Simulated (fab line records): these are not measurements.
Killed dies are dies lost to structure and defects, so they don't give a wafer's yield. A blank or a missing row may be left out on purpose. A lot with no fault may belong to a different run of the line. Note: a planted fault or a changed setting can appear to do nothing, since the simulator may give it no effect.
Split-lot study :: flow sfqLine :: 23 wafers read from 5 lots, route of 325 steps

== ON THE SPLIT ==
At SFQ_TRILAYER_M8_DEP_EVAP_196 (material Au, target thk 180 nm, time 900 s), the setting timeS was moved away from the recipe's 900 s on 9 of the 23 wafers read, by -12.3% to +7.6%. For the rest of the wafers, this setting stayed at what the recipe calls for.

== THE PATH FROM SPLIT TO READING: the file shows 1 step between them ==
- SFQ_M8_RS_MEAS_949: measures by four-point-probe

== THE READING ==
M8_AU_THK, in nm, at SFQ_M8_THK_MEAS_950 (measures by xrf). On this fab line, fault-free wafers typically give 179.0 nm with a standard deviation of 2.6 nm.

wafer: L074.1
tool, chamber at the split: pvdSputter-02, -
timeS as run, s: 795.5
against the recipe: -11.6%
M8_AU_THK, nm: 158.8
against lot-mates on the recipe: -20.1

wafer: L074.2
tool, chamber at the split: pvdSputter-02, -
timeS as run, s: 900
against the recipe: recipe
M8_AU_THK, nm: 179.7
against lot-mates on the recipe: -

wafer: L074.4
tool, chamber at the split: pvdSputter-02, -
timeS as run, s: 795.5
against the recipe: -11.6%
M8_AU_THK, nm: 159.3
against lot-mates on the recipe: -19.6

wafer: L074.5
tool, chamber at the split: pvdSputter-02, -
timeS as run, s: 795.5
against the recipe: -11.6%
M8_AU_THK, nm: 159.5
against lot-mates on the recipe: -19.4

wafer: L074.6
tool, chamber at the split: pvdSputter-02, -
timeS as run, s: 900
against the recipe: recipe
M8_AU_THK, nm: 178.1
against lot-mates on the recipe: -

wafer: L075.1
tool, chamber at the split: pvdSputter-01, -
timeS as run, s: 968.6
against the recipe: +7.6%
M8_AU_THK, nm: 187.4
against lot-mates on the recipe: +9.2

wafer: L075.2
tool, chamber at the split: pvdSputter-01, -
timeS as run, s: 968.6
against the recipe: +7.6%
M8_AU_THK, nm: 188.3
against lot-mates on the recipe: +10.1

wafer: L075.3
tool, chamber at the split: pvdSputter-01, -
timeS as run, s: 900
against the recipe: recipe
M8_AU_THK, nm: 179.5
against lot-mates on the recipe: -

wafer: L075.4
tool, chamber at the split: pvdSputter-01, -
timeS as run, s: 968.6
against the recipe: +7.6%
M8_AU_THK, nm: 184.3
against lot-mates on the recipe: +6.1

wafer: L075.5
tool, chamber at the split: pvdSputter-01, -
timeS as run, s: 900
against the recipe: recipe
M8_AU_THK, nm: 177.0
against lot-mates on the recipe: -

wafer: L076.2
tool, chamber at the split: pvdSputter-02, -
timeS as run, s: 900
against the recipe: recipe
M8_AU_THK, nm: 180.1
against lot-mates on the recipe: -

wafer: L076.3
tool, chamber at the split: pvdSputter-02, -
timeS as run, s: 789
against the recipe: -12.3%
M8_AU_THK, nm: 156.2
against lot-mates on the recipe: -23.6

wafer: L076.4
tool, chamber at the split: pvdSputter-02, -
timeS as run, s: 789
against the recipe: -12.3%
M8_AU_THK, nm: 157.0
against lot-mates on the recipe: -22.8

wafer: L076.5
tool, chamber at the split: pvdSputter-02, -
timeS as run, s: 900
against the recipe: recipe
M8_AU_THK, nm: 179.4
against lot-mates on the recipe: -

wafer: L076.6
tool, chamber at the split: pvdSputter-02, -
timeS as run, s: 789
against the recipe: -12.3%
M8_AU_THK, nm: 157.6
against lot-mates on the recipe: -22.2

wafer: L078.1
tool, chamber at the split: pvdSputter-02, -
timeS as run, s: 900
against the recipe: recipe
M8_AU_THK, nm: 179.7
against lot-mates on the recipe: -

wafer: L078.4
tool, chamber at the split: pvdSputter-02, -
timeS as run, s: 900
against the recipe: recipe
M8_AU_THK, nm: 179.1
against lot-mates on the recipe: -

wafer: L078.5
tool, chamber at the split: pvdSputter-02, -
timeS as run, s: 900
against the recipe: recipe
M8_AU_THK, nm: 179.1
against lot-mates on the recipe: -

wafer: L083.1
tool, chamber at the split: pvdSputter-01, -
timeS as run, s: 900
against the recipe: recipe
M8_AU_THK, nm: 178.3
against lot-mates on the recipe: -

wafer: L083.2
tool, chamber at the split: pvdSputter-01, -
timeS as run, s: 900
against the recipe: recipe
M8_AU_THK, nm: 183.5
against lot-mates on the recipe: -

wafer: L083.3
tool, chamber at the split: pvdSputter-01, -
timeS as run, s: 900
against the recipe: recipe
M8_AU_THK, nm: 182.3
against lot-mates on the recipe: -

wafer: L083.4
tool, chamber at the split: pvdSputter-01, -
timeS as run, s: 900
against the recipe: recipe
M8_AU_THK, nm: 185.2
against lot-mates on the recipe: -

wafer: L083.5
tool, chamber at the split: pvdSputter-01, -
timeS as run, s: 900
against the recipe: recipe
M8_AU_THK, nm: 179.0
against lot-mates on the recipe: -

FIT RESULTS
A straight line over all 23 wafers: M8_AU_THK changes by +1.6 nm for each +1% of timeS; r = +0.97; the points scatter about the line by 2.8 nm.
The same after taking each lot's own level away (the mean of its wafers on the recipe; 23 wafers): +1.62 nm for each +1%; r = +0.98; scatter 2.2 nm.
According to that fit, moving timeS by its largest amount changes the reading by 20 nm.
From 178.25 to 181.66 nm: that is the span of the lots' own levels, equal to 1.3 times the standard deviation above.
The two slopes are in agreement: the lot-to-lot level therefore moves the slope only a little.
Check: for one of the wafers moved furthest among these (-12.3%), held out of the fit, the line's prediction against its lot-mates is -20.5 nm. Against them it came out at -23.6 nm.

== FURTHER SPLITS ON THESE WAFERS ==
Note: prior to the reading, these wafers also went through further splits. Each is held against what the fit with the lots' levels taken away leaves over:
other split on the same wafers: SFQ_TRILAYER_I7_VIA_BARC_OPEN_VIA_ETCH_260 biasW
wafers away from the commonest value: 5
r with M8_AU_THK (lot level and that fit taken away): +0.38

== THE WHOLE CHAIN: every reading that the file lists as answering this split, in the file's order ==
step: SFQ_TRILAYER_M8_DEP_EVAP_196
what it does: material Au, target thk 180 nm, time 900 s
reading: Au_of_TRILAYER_M8_DEP_EVAP_196.thkNm (the simulator's own value, which no gauge read)
change (the file's fit): +1.72 nm for each +1% of the setting
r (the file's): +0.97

step: SFQ_M8_RS_MEAS_949
what it does: measures by four-point-probe
reading: M8_AU_RS
change (the file's fit): -0.00162 for each +1% of the setting
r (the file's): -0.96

step: SFQ_M8_THK_MEAS_950
what it does: measures by xrf
reading: M8_AU_THK
change (the file's fit): +1.66 for each +1% of the setting
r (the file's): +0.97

== FILE'S OWN FIT ==
M8_AU_THK changes by +1.66 nm for each +1% of timeS, r = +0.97.
